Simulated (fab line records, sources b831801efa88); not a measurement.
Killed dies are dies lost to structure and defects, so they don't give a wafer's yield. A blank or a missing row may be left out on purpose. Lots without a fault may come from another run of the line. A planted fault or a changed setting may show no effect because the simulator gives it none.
Problem report in the 8D (eight disciplines) form, filled by code | flow sky130 | the parts of the form that need people (team, actions taken, sign-off) are left out

1. THE PROBLEM
SD_N_TW at SKY_SD_N_TW_MEAS_12 reads a mean of 30 on 4 wafers of 3 lots; wafers without a fault read 3973 with a standard deviation of 31. That is -99 or more standard deviations from the usual mean.
First seen on wafer L712.4, day 29 22:49, on film_metro-01. The record holds 36 wafers of 12 lots with a number at this step. Rule for "out", or "out of limits": more than 4 standard deviations from the usual mean. The other wafers with a number count as sound.

2. WHAT IT IS AND WHAT IT IS NOT
question                    | is                             | is not
which readings at this step | SD_N_TW                        | -
which lots                  | L712, L713, L714               | L707, L708, L720, L721, L723, L724, L725, L726, L729
which wafers of those lots  | L712.4, L713.5, L714.4, L714.5 | L712.2, L712.6, L713.1, L713.6, L714.6
read on which gauges        | film_metro-01, film_metro-03   | film_metro-04
when                        | from day 29 22:49              | up to then (8 sound wafers); but 24 sound wafers of L713, L714, L720, L721, L723, L724, L725, L726, L729 came after

3. SUSPECTS, AND WHAT RULES EACH OUT
Counting: a tool at a process step up to the reading stays a suspect if it ran every lot that is out. Sound lots after the first of them don't rule it out here, since some wafers of a struck lot are sound.
- the gauge at SKY_SD_N_TW_MEAS_12: ruled out. The wafers that are out were read on 2 gauges (film_metro-01, film_metro-03).
- litho_track-04 at SKY_SD_N_DEVELOP_06 (develop time 60 s): kept. It ran every lot that is out, first L712 (day 29 22:05); its last sound lot up to then is L708 (day 28 18:08).
Left after counting: litho_track-04 at SKY_SD_N_DEVELOP_06.

4. THE CAUSE (what the simulator had put in)
Process parameter drift: litho_track-04, from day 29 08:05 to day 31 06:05, at SKY_SD_N_DEVELOP_06. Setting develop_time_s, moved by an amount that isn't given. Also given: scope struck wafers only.
Counting left only this tool.

5. THE CHAIN OF EFFECTS, in route order
Each row: a reading whose mean over the struck wafers that have a number lies more than 3 standard deviations from the usual. Only readings for which the record gives a usual standard deviation are gone through. hours: the time from each lot's start at the first step in this table that gives one to its start at this step, as a median over the lots. sigmas: the change in usual standard deviations.
hours | step                  | reading             | usual | on struck wafers | change | sigmas
0     | SKY_SD_N_TW_MEAS_12   | SD_N_TW             | 3973  | 30               | -3943  | -99 or more
413   | SKY_PAD_OPEN_PROBE_99 | killed_at_front_end | 15    | 417              | +402   | +84
413   | SKY_PAD_OPEN_PROBE_99 | killed_dies         | 86    | 492              | +406   | +42
413   | SKY_PAD_OPEN_PROBE_99 | killed_on_rim       | 17    | 96               | +79    | +19
The process steps in it:
- SKY_PAD_OPEN_PROBE_99
Readings that are blank on the struck wafers while sound wafers have them: cd_nm at SKY_SD_N_CD_MEAS_07; SD_N_OVL at SKY_SD_N_OVL_MEAS_08.

6. WHAT WOULD HAVE CAUGHT IT SOONER
In this record the first reading out of limits at a measuring or inspecting step was taken at day 29 22:49, 15 hours after the fault began at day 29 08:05.
Between SKY_SD_N_DEVELOP_06 and SKY_SD_N_TW_MEAS_12, SKY_SD_N_CD_MEAS_07 gave no cd_nm and SKY_SD_N_OVL_MEAS_08 gave no SD_N_OVL on the struck wafers, where sound wafers have one: a measuring or inspecting step that comes back empty is itself a sign.
Of the lots that are out (3), L714, L713 began SKY_SD_N_DEVELOP_06 on litho_track-04 after day 29 22:49. A hold on the tool at that time would have spared those 2.
